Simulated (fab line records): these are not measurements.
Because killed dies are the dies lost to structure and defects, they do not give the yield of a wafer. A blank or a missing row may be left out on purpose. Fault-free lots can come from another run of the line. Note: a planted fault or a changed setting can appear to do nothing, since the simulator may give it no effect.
Which tool is to blame? ; flow gf180mcu ; 14 lots with 42 wafers sampled at 2 steps, on a route of 602 steps

## WHAT THE GAUGES READ, wafer by wafer
GF_V4_OVL_MEAS_15.
lot;measured;on;V4_OVL (nm)
L803;day 24 10:43;overlay-01;-6 -7 -7
L804;day 24 17:22;overlay-01;-1 -4 -5
L805;day 25 01:19;overlay-02;-3 -8 -9
L806;day 25 11:09;overlay-02;1 3 5
L807;day 25 16:49;overlay-02;6 12 3
L808;day 26 04:14;overlay-02;-7 -8 -7
L810;day 26 17:46;overlay-01;2 1 -1
L813;day 27 17:58;overlay-01;1 6 10
L816;day 28 18:07;overlay-02;1 8 1
L818;day 29 01:43;overlay-01;-9 -9 -5
L821;day 30 02:28;overlay-01;2 4 -3
L822;day 30 07:18;overlay-02;-5 -3 -2
L823;day 30 10:42;overlay-02;-2 -4 1
L826;day 31 12:15;overlay-01;-1 -10 -5

## WHAT TOOL EACH LOT RAN ON (gives the tool, then ch and the chambers of the sampled wafers, and finally the start)
lot;GF_V4_CVD_02
L803;pecvd-02 ch 1, day 23 11:53
L804;pecvd-01 ch 0,1, day 23 18:55
L805;pecvd-02 ch 1, day 24 02:08
L806;pecvd-02 ch 0, day 24 12:53
L807;pecvd-04 ch 0,1, day 24 19:23
L808;pecvd-01 ch 1,2, day 25 06:34
L810;pecvd-02 ch 1,2, day 25 21:01
L813;pecvd-02 ch 0,1,2, day 26 21:47
L816;pecvd-01 ch 0,1,2, day 27 21:50
L818;pecvd-02 ch 1,2, day 28 05:58
L821;pecvd-01 ch 1,2, day 29 07:11
L822;pecvd-02 ch 1,2, day 29 11:44
L823;pecvd-02 ch 1,2, day 29 15:07
L826;pecvd-02 ch 0,2, day 30 18:22
- GF_V4_CVD_02: deposits SiO2 from TEOS, target thk 850 nm, time 94.851 s.

## WHAT THE TOOLS THEMSELVES READ (means of the sampled wafers that have a number; where no wafer has one, the mark that the record gives instead)
GF_V4_CVD_02.
lot;tool;heater-power-w (W)
L803;pecvd-02;731
L804;pecvd-01;684
L805;pecvd-02;685
L806;pecvd-02;732
L807;pecvd-04;588
L808;pecvd-01;748
L810;pecvd-02;609
L813;pecvd-02;636
L816;pecvd-01;630
L818;pecvd-02;598
L821;pecvd-01;761
L822;pecvd-02;571
L823;pecvd-02;572
L826;pecvd-02;595

## THE ANSWER, worked out from the rows above alone
Rule: usual is defined by the lots themselves. Put in order of their means at a reading, lots are off if they are a third of the lots or fewer, leave a main group of 4 or more, and stand apart from it by a gap of 3 or more times the standard deviation of the main group's means; of several such gaps the widest counts. The tables above print the reading to a certain number of digits; a main group whose means all agree to those digits is not used. A lot without any number at a reading at which 4 lots or more have one is off too. All remaining lots with rows at the step are treated as sound. The gauges are gone through in route order, then the tools' own readings, and for those a lot's mean is taken as printed above. At the first step where some lot is off, the reading lying furthest off is the one used; lots without a number count as furthest.
Across all readings shown, no lot is off: no conclusion can be drawn from this.

## WHAT HAD BEEN PUT IN BY THE SIMULATOR
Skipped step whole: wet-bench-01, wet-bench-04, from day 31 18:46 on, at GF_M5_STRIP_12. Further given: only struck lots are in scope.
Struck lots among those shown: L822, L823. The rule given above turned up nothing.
